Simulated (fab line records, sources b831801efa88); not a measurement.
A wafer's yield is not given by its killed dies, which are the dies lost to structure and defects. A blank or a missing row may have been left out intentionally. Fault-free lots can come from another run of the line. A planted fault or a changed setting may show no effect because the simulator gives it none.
fab line records -- flow sky130
record lots=24, wafers=72, last-day=50
route steps=708 shown POLY_GATE@236 METAL1@450 VIA1@478 METAL2@498 VIA2@528 METAL3@532
lots untouched by any fault: they come from a run of this same line in which no faults occurred
start-h: start of the lot's first displayed wafer, in hours after the record's first day -- wait-h: how many hours have passed since the lot's step before this one -- " identical to the entry in the row above -- L1.1+2: a single row standing in for several wafers -- - value missing, or start not given -- * or withheld: withheld -- < > ~ a bound
route shown NAME@n: NAME is a module with steps in the file, n the number in the route of the first one -- usual: mean and standard deviation over wafers with no fault -- same: alike in all rows -- chamber/n: place in a boat -- sites: per-site readings -- _std_site: the values' standard deviation -- _edge_site: mean of outer sites minus mean of inner sites -- radius-mm: how far each site lies from the wafer's centre -- mask NAME#n: copy n -- behind: the most recent tool/chamber to have shaped the wafer -- hold: cause of the lot's hold/its duration in hours/its outcome -- device: transistor that didn't switch, given as n, p or np -- end of line: the same wafers' tests at the end of the route -- a step with no rows: only its recipe -- killed: dies lost to structure and defects at the first sort, not the wafer's yield -- map: per-die view of a wafer (x killed, . not killed, _ where there is no die)
set.NAME: the setting the step ran with; set.NAME@STEP: the setting that earlier step ran with -- model.NAME: the simulator's own value behind a step, which no gauge read
steps of the route over a sample of lots; a table a step, a row a wafer
services: a tool's chamber out of use, with start hour (start-h, from the record's first day; less than 0 if before it), hours out, and reason
## steps
# step SKY_POLY_GATE_CD_MEAS_22
# usual cd-nm=150.1/1.9
lot.wafer,tool,chamber,start-h,wait-h,cd-nm
L074.1,cd-sem-02,-,362.50,0.1,153.6
L074.2,cd-sem-02,-,362.50,0.1,152.1
L074.3,cd-sem-02,-,362.50,0.1,152.2
L075.1,cd-sem-01,-,379.48,0.1,148.8
L075.4,cd-sem-01,-,379.48,0.1,151.2
L075.5,cd-sem-01,-,379.48,0.1,149.0
L076.1,cd-sem-01,-,391.31,0.1,149.2
L076.3,cd-sem-01,-,391.31,0.1,148.6
L076.4,cd-sem-01,-,391.31,0.1,150.2
L077.1,cd-sem-02,-,394.78,0.1,147.6
L077.4,cd-sem-02,-,394.78,0.1,150.5
L077.6,cd-sem-02,-,394.78,0.1,148.4
L078.2,cd-sem-02,-,406.58,0.1,144.7
L078.3,cd-sem-02,-,406.58,0.1,146.3
L078.5,cd-sem-02,-,406.58,0.1,147.7
L079.3,cd-sem-01,-,415.07,0.1,148.2
L079.4,cd-sem-01,-,415.07,0.1,148.4
L079.5,cd-sem-01,-,415.07,0.1,148.2
L080.2,cd-sem-01,-,423.34,0.1,148.6
L080.3,cd-sem-01,-,423.34,0.1,148.6
L080.6,cd-sem-01,-,423.34,0.1,148.1
L081.2,cd-sem-02,-,434.64,0.1,147.3
L081.5,cd-sem-02,-,434.64,0.1,150.3
L081.6,cd-sem-02,-,434.64,0.1,149.9
L082.2,cd-sem-01,-,440.29,0.1,150.6
L082.3,cd-sem-01,-,440.29,0.1,150.1
L082.6,cd-sem-01,-,440.29,0.1,150.1
L083.3,cd-sem-01,-,450.65,0.1,150.5
L083.4,cd-sem-01,-,450.65,0.1,150.9
L083.6,cd-sem-01,-,450.65,0.1,152.0
L084.2,cd-sem-02,-,469.38,0.1,151.7
L084.4,cd-sem-02,-,469.38,0.1,153.6
L084.6,cd-sem-02,-,469.38,0.1,150.3
L085.1,cd-sem-02,-,471.43,0.1,152.1
L085.2,cd-sem-02,-,471.43,0.1,151.8
L085.5,cd-sem-02,-,471.43,0.1,153.1
L086.2,cd-sem-02,-,482.19,0.1,155.0
L086.3,cd-sem-02,-,482.19,0.1,152.4
L086.6,cd-sem-02,-,482.19,0.1,153.0
L087.1,cd-sem-02,-,487.21,0.1,149.0
L087.2,cd-sem-02,-,487.21,0.1,149.2
L087.3,cd-sem-02,-,487.21,0.1,148.0
L088.1,cd-sem-01,-,498.76,0.1,150.4
L088.4,cd-sem-01,-,498.76,0.1,151.0
L088.5,cd-sem-01,-,498.76,0.1,150.0
L089.1,cd-sem-01,-,510.61,0.1,149.8
L089.4,cd-sem-01,-,510.61,0.1,153.8
L089.6,cd-sem-01,-,510.61,0.1,150.0
L090.1,cd-sem-01,-,514.29,0.1,150.5
L090.3,cd-sem-01,-,514.29,0.1,150.5
L090.6,cd-sem-01,-,514.29,0.1,149.3
L091.1,cd-sem-02,-,526.96,0.1,151.4
L091.3,cd-sem-02,-,526.96,0.1,148.5
L091.4,cd-sem-02,-,526.96,0.1,147.5
L092.1,cd-sem-02,-,535.12,0.1,150.5
L092.2,cd-sem-02,-,535.12,0.1,151.7
L092.6,cd-sem-02,-,535.12,0.1,151.4
L093.2,cd-sem-02,-,536.56,0.1,152.4
L093.3,cd-sem-02,-,536.56,0.1,153.0
L093.4,cd-sem-02,-,536.56,0.1,153.8
L094.1,cd-sem-01,-,546.89,0.1,148.6
L094.3,cd-sem-01,-,546.89,0.1,148.6
L094.6,cd-sem-01,-,546.89,0.1,148.6
L095.1,cd-sem-02,-,555.13,0.1,150.6
L095.4,cd-sem-02,-,555.13,0.1,152.0
L095.5,cd-sem-02,-,555.13,0.1,147.9
L096.2,cd-sem-01,-,562.51,0.1,150.6
L096.5,cd-sem-01,-,562.51,0.1,148.0
L096.6,cd-sem-01,-,562.51,0.1,148.2
L097.3,cd-sem-01,-,584.14,0.1,151.3
L097.4,cd-sem-01,-,584.14,0.1,150.1
L097.5,cd-sem-01,-,584.14,0.1,151.2
# step SKY_METAL1_OVL_MEAS_16
# usual METAL1_OVL=1/4.5
lot.wafer,tool,chamber,start-h,wait-h,METAL1_OVL[nm]
L074.1,overlay-02,-,753.05,0.1,4
L074.2,overlay-02,-,753.05,0.1,2
L074.3,overlay-02,-,753.05,0.1,4
L075.1,overlay-02,-,771.81,0.1,-6
L075.4,overlay-02,-,771.81,0.1,-5
L075.5,overlay-02,-,771.81,0.1,-2
L076.1,overlay-02,-,783.34,0.1,1
L076.3,overlay-02,-,783.34,0.1,5
L076.4,overlay-02,-,783.34,0.1,-2
L077.1,overlay-01,-,792.60,0.1,3
L077.4,overlay-01,-,792.60,0.1,4
L077.6,overlay-01,-,792.60,0.1,2
L078.2,overlay-01,-,796.01,0.1,-6
L078.3,overlay-01,-,796.01,0.1,-2
L078.5,overlay-01,-,796.01,0.1,-3
L079.3,overlay-02,-,801.78,0.1,2
L079.4,overlay-02,-,801.78,0.1,0
L079.5,overlay-02,-,801.78,0.1,-3
L080.2,overlay-01,-,808.81,0.1,1
L080.3,overlay-01,-,808.81,0.1,2
L080.6,overlay-01,-,808.81,0.1,2
L081.2,overlay-02,-,817.81,0.1,-6
L081.5,overlay-02,-,817.81,0.1,-5
L081.6,overlay-02,-,817.81,0.1,-4
L082.2,overlay-01,-,823.66,0.1,0
L082.3,overlay-01,-,823.66,0.1,1
L082.6,overlay-01,-,823.66,0.1,-2
L083.3,overlay-02,-,831.81,0.1,0
L083.4,overlay-02,-,831.81,0.1,1
L083.6,overlay-02,-,831.81,0.1,9
L084.2,overlay-01,-,849.41,0.1,7
L084.4,overlay-01,-,849.41,0.1,6
L084.6,overlay-01,-,849.41,0.1,5
L085.1,overlay-02,-,849.75,0.1,-1
L085.2,overlay-02,-,849.75,0.1,6
L085.5,overlay-02,-,849.75,0.1,1
L086.2,overlay-01,-,859.00,0.1,-7
L086.3,overlay-01,-,859.00,0.1,-4
L086.6,overlay-01,-,859.00,0.1,-3
L087.1,overlay-02,-,865.81,0.1,0
L087.2,overlay-02,-,865.81,0.1,1
L087.3,overlay-02,-,865.81,0.1,-2
L088.1,overlay-02,-,874.11,0.1,-5
L088.4,overlay-02,-,874.11,0.1,5
L088.5,overlay-02,-,874.11,0.1,-6
L089.1,overlay-01,-,885.76,0.1,-2
L089.4,overlay-01,-,885.76,0.1,-13
L089.6,overlay-01,-,885.76,0.1,-6
L090.1,overlay-01,-,889.19,0.1,2
L090.3,overlay-01,-,889.19,0.1,1
L090.6,overlay-01,-,889.19,0.1,0
L091.1,overlay-01,-,898.21,0.1,-2
L091.3,overlay-01,-,898.21,0.1,-2
L091.4,overlay-01,-,898.21,0.1,-2
L092.1,overlay-01,-,906.50,0.1,7
L092.2,overlay-01,-,906.50,0.1,2
L092.6,overlay-01,-,906.50,0.1,8
L093.2,overlay-02,-,908.55,0.1,3
L093.3,overlay-02,-,908.55,0.1,-1
L093.4,overlay-02,-,908.55,0.1,-1
L094.1,overlay-02,-,917.25,0.1,2
L094.3,overlay-02,-,917.25,0.1,2
L094.6,overlay-02,-,917.25,0.1,3
L095.1,overlay-02,-,922.80,0.1,12
L095.4,overlay-02,-,922.80,0.1,10
L095.5,overlay-02,-,922.80,0.1,14
L096.2,overlay-01,-,926.61,0.1,2
L096.5,overlay-01,-,926.61,0.1,9
L096.6,overlay-01,-,926.61,0.1,7
L097.3,overlay-01,-,947.91,0.1,1
L097.4,overlay-01,-,947.91,0.1,-2
L097.5,overlay-01,-,947.91,0.1,1
# step SKY_VIA1_SPUTTER_20
# recipe material=TiN, target-thk-nm=20, chamber-pressure-pa=5, power-w=4000, time-s=80
# usual chamber-pressure-pa=5.001/0.0096, throttle-valve-pct=29.5/0.84
# same time-s=80
lot.wafer,tool,chamber,start-h,wait-h,chamber-pressure-pa,throttle-valve-pct
L074.1,pvd-sputter-04,-,783.10,0.0,4.997,29.6
L074.2,pvd-sputter-04,-,783.10,0.0,5.022,28.6
L074.3,pvd-sputter-04,-,783.10,0.0,4.997,31.0
L075.1,pvd-sputter-04,-,800.37,0.0,5.008,29.5
L075.4,pvd-sputter-04,-,800.37,0.0,5.020,30.9
L075.5,pvd-sputter-04,-,800.37,0.0,5.005,29.4
L076.1,pvd-sputter-04,-,813.12,0.0,5.023,28.8
L076.3,pvd-sputter-04,-,813.12,0.0,4.997,29.3
L076.4,pvd-sputter-04,-,813.12,0.0,4.999,30.0
L077.1,pvd-sputter-01,-,821.87,0.0,5.019,29.9
L077.4,pvd-sputter-01,-,821.87,0.0,5.006,30.1
L077.6,pvd-sputter-01,-,821.87,0.0,4.990,30.3
L078.2,pvd-sputter-01,-,825.75,0.0,5.004,30.1
L078.3,pvd-sputter-01,-,825.75,0.0,4.998,29.8
L078.5,pvd-sputter-01,-,825.75,0.0,4.992,29.5
L079.3,pvd-sputter-01,-,830.92,0.0,5.021,30.4
L079.4,pvd-sputter-01,-,830.92,0.0,4.994,29.7
L079.5,pvd-sputter-01,-,830.92,0.0,5.006,29.7
L080.2,pvd-sputter-01,-,837.30,0.0,5.004,30.0
L080.3,pvd-sputter-01,-,837.30,0.0,4.981,29.8
L080.6,pvd-sputter-01,-,837.30,0.0,5.011,30.0
L081.2,pvd-sputter-03,-,846.20,0.0,5.012,30.5
L081.5,pvd-sputter-03,-,846.20,0.0,5.000,28.8
L081.6,pvd-sputter-03,-,846.20,0.0,5.016,28.0
L082.2,pvd-sputter-03,-,852.90,0.0,4.989,28.8
L082.3,pvd-sputter-03,-,852.90,0.0,4.989,27.5
L082.6,pvd-sputter-03,-,852.90,0.0,4.998,28.0
L083.3,pvd-sputter-01,-,860.15,0.0,4.995,29.2
L083.4,pvd-sputter-01,-,860.15,0.0,5.002,29.7
L083.6,pvd-sputter-01,-,860.15,0.0,4.995,29.5
L084.2,pvd-sputter-04,-,878.07,0.0,5.002,28.7
L084.4,pvd-sputter-04,-,878.07,0.0,4.996,30.0
L084.6,pvd-sputter-04,-,878.07,0.0,5.005,28.7
L085.1,pvd-sputter-03,-,878.61,0.0,5.006,30.2
L085.2,pvd-sputter-03,-,878.61,0.0,4.989,29.9
L085.5,pvd-sputter-03,-,878.61,0.0,4.991,28.9
L086.2,pvd-sputter-03,-,886.82,0.0,4.999,28.7
L086.3,pvd-sputter-03,-,886.82,0.0,4.991,29.9
L086.6,pvd-sputter-03,-,886.82,0.0,4.998,28.1
L087.1,pvd-sputter-03,-,893.92,0.0,4.992,29.8
L087.2,pvd-sputter-03,-,893.92,0.0,4.990,30.1
L087.3,pvd-sputter-03,-,893.92,0.0,5.001,27.7
L088.1,pvd-sputter-03,-,902.11,0.0,5.007,30.1
L088.4,pvd-sputter-03,-,902.11,0.0,4.992,27.6
L088.5,pvd-sputter-03,-,902.11,0.0,4.994,27.8
L089.1,pvd-sputter-04,-,913.90,0.0,4.994,30.5
L089.4,pvd-sputter-04,-,913.90,0.0,4.985,29.2
L089.6,pvd-sputter-04,-,913.90,0.0,4.987,30.3
L090.1,pvd-sputter-03,-,916.75,0.0,5.004,29.0
L090.3,pvd-sputter-03,-,916.75,0.0,4.996,29.9
L090.6,pvd-sputter-03,-,916.75,0.0,4.997,30.3
L091.1,pvd-sputter-01,-,925.01,0.0,4.999,30.3
L091.3,pvd-sputter-01,-,925.01,0.0,5.013,29.9
L091.4,pvd-sputter-01,-,925.01,0.0,5.012,29.2
L092.1,pvd-sputter-03,-,933.26,0.0,5.005,30.3
L092.2,pvd-sputter-03,-,933.26,0.0,5.006,27.8
L092.6,pvd-sputter-03,-,933.26,0.0,5.003,27.7
L093.2,pvd-sputter-01,-,935.30,0.0,4.999,29.7
L093.3,pvd-sputter-01,-,935.30,0.0,5.017,29.8
L093.4,pvd-sputter-01,-,935.30,0.0,5.004,30.3
L094.1,pvd-sputter-01,-,944.60,0.0,4.981,29.7
L094.3,pvd-sputter-01,-,944.60,0.0,5.002,29.3
L094.6,pvd-sputter-01,-,944.60,0.0,5.011,30.2
L095.1,pvd-sputter-03,-,949.42,0.0,5.007,28.8
L095.4,pvd-sputter-03,-,949.42,0.0,4.997,30.2
L095.5,pvd-sputter-03,-,949.42,0.0,4.996,28.9
L096.2,pvd-sputter-01,-,953.09,0.0,5.017,29.4
L096.5,pvd-sputter-01,-,953.09,0.0,5.003,29.6
L096.6,pvd-sputter-01,-,953.09,0.0,4.987,30.0
L097.3,pvd-sputter-04,-,974.66,0.0,4.995,30.8
L097.4,pvd-sputter-04,-,974.66,0.0,4.993,29.0
L097.5,pvd-sputter-04,-,974.66,0.0,5.003,30.0
# step SKY_METAL2_CD_MEAS_15
# recipe target-cd-nm=140
# usual cd-nm=140.1/1.5
lot.wafer,tool,chamber,start-h,wait-h,cd-nm
L074.1,cd-sem-01,-,810.17,-,140.4
L074.2,cd-sem-01,-,810.17,-,137.6
L074.3,cd-sem-01,-,810.17,-,137.3
L075.1,cd-sem-02,-,827.63,-,136.7
L075.4,cd-sem-02,-,827.63,-,139.3
L075.5,cd-sem-02,-,827.63,-,136.8
L076.1,cd-sem-01,-,840.86,-,139.3
L076.3,cd-sem-01,-,840.86,-,140.5
L076.4,cd-sem-01,-,840.86,-,138.9
L077.1,cd-sem-01,-,848.33,-,140.7
L077.4,cd-sem-01,-,848.33,-,140.9
L077.6,cd-sem-01,-,848.33,-,140.5
L078.2,cd-sem-01,-,853.54,-,138.1
L078.3,cd-sem-01,-,853.54,-,138.3
L078.5,cd-sem-01,-,853.54,-,138.4
L079.3,cd-sem-01,-,857.96,-,139.8
L079.4,cd-sem-01,-,857.96,-,139.8
L079.5,cd-sem-01,-,857.96,-,139.8
L080.2,cd-sem-02,-,864.68,-,139.5
L080.3,cd-sem-02,-,864.68,-,140.1
L080.6,cd-sem-02,-,864.68,-,140.4
L081.2,cd-sem-02,-,873.10,-,140.3
L081.5,cd-sem-02,-,873.10,-,140.0
L081.6,cd-sem-02,-,873.10,-,138.8
L082.2,cd-sem-02,-,880.10,-,142.5
L082.3,cd-sem-02,-,880.10,-,141.2
L082.6,cd-sem-02,-,880.10,-,142.0
L083.3,cd-sem-02,-,887.00,-,140.5
L083.4,cd-sem-02,-,887.00,-,138.5
L083.6,cd-sem-02,-,887.00,-,140.0
L084.2,cd-sem-01,-,904.08,-,141.5
L084.4,cd-sem-01,-,904.08,-,139.6
L084.6,cd-sem-01,-,904.08,-,141.5
L085.1,cd-sem-01,-,905.01,-,142.2
L085.2,cd-sem-01,-,905.01,-,141.3
L085.5,cd-sem-01,-,905.01,-,139.9
L086.2,cd-sem-02,-,913.43,-,137.0
L086.3,cd-sem-02,-,913.43,-,138.7
L086.6,cd-sem-02,-,913.43,-,139.1
L087.1,cd-sem-01,-,919.67,-,140.7
L087.2,cd-sem-01,-,919.67,-,138.7
L087.3,cd-sem-01,-,919.67,-,139.6
L088.1,cd-sem-02,-,926.83,-,139.8
L088.4,cd-sem-02,-,926.83,-,140.2
L088.5,cd-sem-02,-,926.83,-,140.5
L089.1,cd-sem-02,-,939.32,-,138.2
L089.4,cd-sem-02,-,939.32,-,138.8
L089.6,cd-sem-02,-,939.32,-,140.0
L090.1,cd-sem-01,-,942.18,-,142.8
L090.3,cd-sem-01,-,942.18,-,140.3
L090.6,cd-sem-01,-,942.18,-,140.4
L091.1,cd-sem-02,-,950.73,-,140.4
L091.3,cd-sem-02,-,950.73,-,141.5
L091.4,cd-sem-02,-,950.73,-,141.4
L092.1,cd-sem-02,-,958.32,-,140.4
L092.2,cd-sem-02,-,958.32,-,138.8
L092.6,cd-sem-02,-,958.32,-,140.3
L093.2,cd-sem-01,-,960.68,-,143.1
L093.3,cd-sem-01,-,960.68,-,141.3
L093.4,cd-sem-01,-,960.68,-,142.1
L094.1,cd-sem-02,-,970.47,-,139.6
L094.3,cd-sem-02,-,970.47,-,139.4
L094.6,cd-sem-02,-,970.47,-,139.1
L095.1,cd-sem-02,-,974.43,-,143.0
L095.4,cd-sem-02,-,974.43,-,142.5
L095.5,cd-sem-02,-,974.43,-,143.0
L096.2,cd-sem-01,-,977.94,-,138.5
L096.5,cd-sem-01,-,977.94,-,139.2
L096.6,cd-sem-01,-,977.94,-,139.2
L097.3,cd-sem-01,-,998.97,-,139.7
L097.4,cd-sem-01,-,998.97,-,140.9
L097.5,cd-sem-01,-,998.97,-,139.7
# step SKY_VIA2_CVD_21
# recipe material=W, target-thk-nm=420, time-s=126.4, temp-c=400, pressure-torr=40
# usual chamber-pressure-Torr=40.00/0.089, heater-power-w=875/66
# same time-s=126.4
lot.wafer,tool,chamber,start-h,wait-h,chamber-pressure-Torr,heater-power-w
L074.1,cvd-w-01,1,839.70,0.0,40.05,775
L074.2,cvd-w-01,0,839.70,0.0,39.78,867
L074.3,cvd-w-01,1,839.70,0.0,40.14,771
L075.1,cvd-w-02,0,856.86,0.0,39.99,952
L075.4,cvd-w-02,1,856.86,0.0,39.99,906
L075.5,cvd-w-02,0,856.86,0.0,40.17,942
L076.1,cvd-w-02,0,870.56,0.0,39.92,901
L076.3,cvd-w-02,0,870.56,0.0,39.89,929
L076.4,cvd-w-02,0,870.56,0.0,39.94,938
L077.1,cvd-w-01,1,876.82,0.0,40.00,778
L077.4,cvd-w-01,0,876.82,0.0,39.99,865
L077.6,cvd-w-01,0,876.82,0.0,40.10,885
L078.2,cvd-w-01,0,882.65,0.0,39.86,886
L078.3,cvd-w-01,1,882.65,0.0,39.82,774
L078.5,cvd-w-01,1,882.65,0.0,39.81,773
L079.3,cvd-w-01,0,886.42,0.1,40.12,885
L079.4,cvd-w-01,1,886.42,0.1,39.95,767
L079.5,cvd-w-01,1,886.42,0.1,40.06,765
L080.2,cvd-w-01,1,892.75,0.0,39.98,775
L080.3,cvd-w-01,1,892.75,0.0,40.07,784
L080.6,cvd-w-01,0,892.75,0.0,40.12,886
L081.2,cvd-w-02,1,901.05,0.0,40.03,908
L081.5,cvd-w-02,0,901.05,0.0,40.04,944
L081.6,cvd-w-02,1,901.05,0.0,40.00,930
L082.2,cvd-w-02,1,907.52,0.0,39.99,899
L082.3,cvd-w-02,0,907.52,0.0,39.85,935
L082.6,cvd-w-02,1,907.52,0.0,39.92,933
L083.3,cvd-w-02,1,915.07,0.1,40.08,888
L083.4,cvd-w-02,0,915.07,0.1,40.06,916
L083.6,cvd-w-02,1,915.07,0.1,40.17,902
L084.2,cvd-w-02,1,931.67,0.0,39.88,922
L084.4,cvd-w-02,1,931.67,0.0,40.04,899
L084.6,cvd-w-02,1,931.67,0.0,39.88,924
L085.1,cvd-w-01,1,932.90,0.0,40.15,786
L085.2,cvd-w-01,0,932.90,0.0,40.00,878
L085.5,cvd-w-01,0,932.90,0.0,40.11,886
L086.2,cvd-w-01,1,940.28,0.0,40.00,760
L086.3,cvd-w-01,0,940.28,0.0,39.99,860
L086.6,cvd-w-01,1,940.28,0.0,40.03,756
L087.1,cvd-w-01,1,947.10,0.0,39.95,776
L087.2,cvd-w-01,0,947.10,0.0,40.02,878
L087.3,cvd-w-01,1,947.10,0.0,39.95,752
L088.1,cvd-w-02,1,953.40,0.0,40.10,903
L088.4,cvd-w-02,1,953.40,0.0,40.03,906
L088.5,cvd-w-02,0,953.40,0.0,40.11,929
L089.1,cvd-w-02,0,966.07,0.0,39.89,967
L089.4,cvd-w-02,0,966.07,0.0,40.05,925
L089.6,cvd-w-02,0,966.07,0.0,40.03,958
L090.1,cvd-w-01,0,969.07,0.0,40.01,873
L090.3,cvd-w-01,1,969.07,0.0,40.00,778
L090.6,cvd-w-01,0,969.07,0.0,39.96,880
L091.1,cvd-w-01,0,977.77,0.0,40.05,892
L091.3,cvd-w-01,0,977.77,0.0,40.04,868
L091.4,cvd-w-01,1,977.77,0.0,40.02,787
L092.1,cvd-w-02,1,983.75,0.0,40.05,911
L092.2,cvd-w-02,0,983.75,0.0,39.99,936
L092.6,cvd-w-02,1,983.75,0.0,39.97,895
L093.2,cvd-w-02,1,986.71,0.0,39.90,913
L093.3,cvd-w-02,1,986.71,0.0,40.18,913
L093.4,cvd-w-02,0,986.71,0.0,40.04,959
L094.1,cvd-w-01,0,996.01,0.0,39.93,877
L094.3,cvd-w-01,1,996.01,0.0,39.98,774
L094.6,cvd-w-01,1,996.01,0.0,39.93,775
L095.1,cvd-w-01,1,999.76,0.0,40.05,760
L095.4,cvd-w-01,1,999.76,0.0,39.98,769
L095.5,cvd-w-01,0,999.76,0.0,39.93,879
L096.2,cvd-w-02,0,1003.97,0.0,39.92,942
L096.5,cvd-w-02,1,1003.97,0.0,39.81,902
L096.6,cvd-w-02,0,1003.97,0.0,40.12,961
L097.3,cvd-w-02,1,1024.38,0.1,39.96,887
L097.4,cvd-w-02,0,1024.38,0.1,39.88,939
L097.5,cvd-w-02,0,1024.38,0.1,40.10,960
# step SKY_METAL3_SPUTTER_00
# recipe material=Ti, target-thk-nm=15, power-w=3000, time-s=10, chamber-pressure-pa=0.4
# usual chamber-pressure-pa=0.4000/0.00072, throttle-valve-pct=29.2/1.5
# same time-s=10
lot.wafer,tool,chamber,start-h,wait-h,chamber-pressure-pa,throttle-valve-pct
L074.1,pvd-sputter-03,-,840.31,0.2,0.3997,27.6
L074.2,pvd-sputter-03,-,840.31,0.2,0.3995,30.3
L074.3,pvd-sputter-03,-,840.31,0.2,0.4000,28.8
L075.1,pvd-sputter-02,-,857.47,0.2,0.4006,28.5
L075.4,pvd-sputter-02,-,857.47,0.2,0.3991,26.3
L075.5,pvd-sputter-02,-,857.47,0.2,0.4004,31.3
L076.1,pvd-sputter-03,-,871.50,0.2,0.3990,28.9
L076.3,pvd-sputter-03,-,871.50,0.2,0.4007,29.6
L076.4,pvd-sputter-03,-,871.50,0.2,0.3992,27.7
L077.1,pvd-sputter-03,-,877.43,0.1,0.3986,29.7
L077.4,pvd-sputter-03,-,877.43,0.1,0.3998,30.4
L077.6,pvd-sputter-03,-,877.43,0.1,0.3996,29.7
L078.2,pvd-sputter-03,-,883.26,0.2,0.3999,30.0
L078.3,pvd-sputter-03,-,883.26,0.2,0.3990,30.0
L078.5,pvd-sputter-03,-,883.26,0.2,0.3993,29.9
L079.3,pvd-sputter-01,-,886.98,0.1,0.4003,29.8
L079.4,pvd-sputter-01,-,886.98,0.1,0.3996,30.2
L079.5,pvd-sputter-01,-,886.98,0.1,0.3995,29.3
L080.2,pvd-sputter-03,-,893.36,0.1,0.4000,28.5
L080.3,pvd-sputter-03,-,893.36,0.1,0.4010,27.7
L080.6,pvd-sputter-03,-,893.36,0.1,0.3998,27.7
L081.2,pvd-sputter-01,-,901.66,0.2,0.4005,30.2
L081.5,pvd-sputter-01,-,901.66,0.2,0.4003,30.0
L081.6,pvd-sputter-01,-,901.66,0.2,0.4007,29.8
L082.2,pvd-sputter-02,-,908.13,0.1,0.4003,30.3
L082.3,pvd-sputter-02,-,908.13,0.1,0.4008,31.5
L082.6,pvd-sputter-02,-,908.13,0.1,0.4008,26.4
L083.3,pvd-sputter-03,-,915.63,0.1,0.3991,30.1
L083.4,pvd-sputter-03,-,915.63,0.1,0.3999,27.8
L083.6,pvd-sputter-03,-,915.63,0.1,0.3994,30.2
L084.2,pvd-sputter-02,-,932.28,0.1,0.3988,30.2
L084.4,pvd-sputter-02,-,932.28,0.1,0.3987,28.7
L084.6,pvd-sputter-02,-,932.28,0.1,0.4010,30.1
L085.1,pvd-sputter-02,-,933.51,0.1,0.3997,28.8
L085.2,pvd-sputter-02,-,933.51,0.1,0.4014,26.6
L085.5,pvd-sputter-02,-,933.51,0.1,0.4011,29.9
L086.2,pvd-sputter-02,-,940.90,0.2,0.4002,26.6
L086.3,pvd-sputter-02,-,940.90,0.2,0.4000,31.5
L086.6,pvd-sputter-02,-,940.90,0.2,0.4006,28.4
L087.1,pvd-sputter-01,-,947.85,0.1,0.4001,29.9
L087.2,pvd-sputter-01,-,947.85,0.1,0.4004,30.5
L087.3,pvd-sputter-01,-,947.85,0.1,0.3991,29.2
L088.1,pvd-sputter-02,-,954.01,0.2,0.4015,28.5
L088.4,pvd-sputter-02,-,954.01,0.2,0.4003,26.3
L088.5,pvd-sputter-02,-,954.01,0.2,0.4004,31.5
L089.1,pvd-sputter-03,-,966.68,0.1,0.3988,29.6
L089.4,pvd-sputter-03,-,966.68,0.1,0.4004,27.5
L089.6,pvd-sputter-03,-,966.68,0.1,0.3996,27.8
L090.1,pvd-sputter-02,-,969.68,0.2,0.4001,30.0
L090.3,pvd-sputter-02,-,969.68,0.2,0.4000,28.8
L090.6,pvd-sputter-02,-,969.68,0.2,0.4008,31.5
L091.1,pvd-sputter-01,-,978.38,0.1,0.3997,29.8
L091.3,pvd-sputter-01,-,978.38,0.1,0.3994,30.3
L091.4,pvd-sputter-01,-,978.38,0.1,0.3992,29.6
L092.1,pvd-sputter-01,-,984.47,0.2,0.4000,29.4
L092.2,pvd-sputter-01,-,984.47,0.2,0.4004,29.7
L092.6,pvd-sputter-01,-,984.47,0.2,0.4015,29.4
L093.2,pvd-sputter-03,-,987.32,0.2,0.4004,30.4
L093.3,pvd-sputter-03,-,987.32,0.2,0.4006,28.8
L093.4,pvd-sputter-03,-,987.32,0.2,0.4005,27.9
L094.1,pvd-sputter-01,-,996.62,0.2,0.4015,29.8
L094.3,pvd-sputter-01,-,996.62,0.2,0.3979,29.3
L094.6,pvd-sputter-01,-,996.62,0.2,0.3991,30.3
L095.1,pvd-sputter-02,-,1000.37,0.1,0.3981,28.5
L095.4,pvd-sputter-02,-,1000.37,0.1,0.4001,26.4
L095.5,pvd-sputter-02,-,1000.37,0.1,0.3996,31.4
L096.2,pvd-sputter-02,-,1004.58,0.1,0.4001,30.1
L096.5,pvd-sputter-02,-,1004.58,0.1,0.4000,31.4
L096.6,pvd-sputter-02,-,1004.58,0.1,0.4000,26.1
L097.3,pvd-sputter-02,-,1024.95,0.1,0.4006,31.1
L097.4,pvd-sputter-02,-,1024.95,0.1,0.3991,28.4
L097.5,pvd-sputter-02,-,1024.95,0.1,0.4001,26.4
## services
tool,chamber,start-h,hours,kind
pvd-sputter-02,-,782.67,3.3,repair
pvd-sputter-04,-,786.95,4.6,repair
pvd-sputter-01,-,811.99,2.3,repair
pvd-sputter-03,-,821.12,5.7,repair
pvd-sputter-02,-,833.03,6.0,repair
pvd-sputter-03,3,835.99,-,consumable-replace:kit
pvd-sputter-03,3,835.99,18.0,scheduled-down
pvd-sputter-03,3,835.99,18.0,vent-cycle
pvd-sputter-02,-,848.86,2.2,repair
cvd-w-02,-,851.43,3.9,repair
cvd-w-02,1,865.56,6.6,repair
cvd-w-01,-,904.00,14.0,pm
pvd-sputter-03,-,911.40,2.3,repair
pvd-sputter-02,-,922.04,4.1,repair
pvd-sputter-02,-,941.44,5.5,repair
pvd-sputter-02,-,952.73,1.2,repair
cvd-w-01,0,954.56,10.6,repair
cvd-w-01,-,957.43,2.8,pm
pvd-sputter-03,-,982.94,2.3,repair
pvd-sputter-03,-,990.50,90.0,repair
pvd-sputter-01,1,1016.58,-,consumable-replace:kit
pvd-sputter-01,1,1016.58,18.0,scheduled-down
pvd-sputter-01,1,1016.58,18.0,vent-cycle
pvd-sputter-02,-,1020.75,3.3,repair
## key
fault none
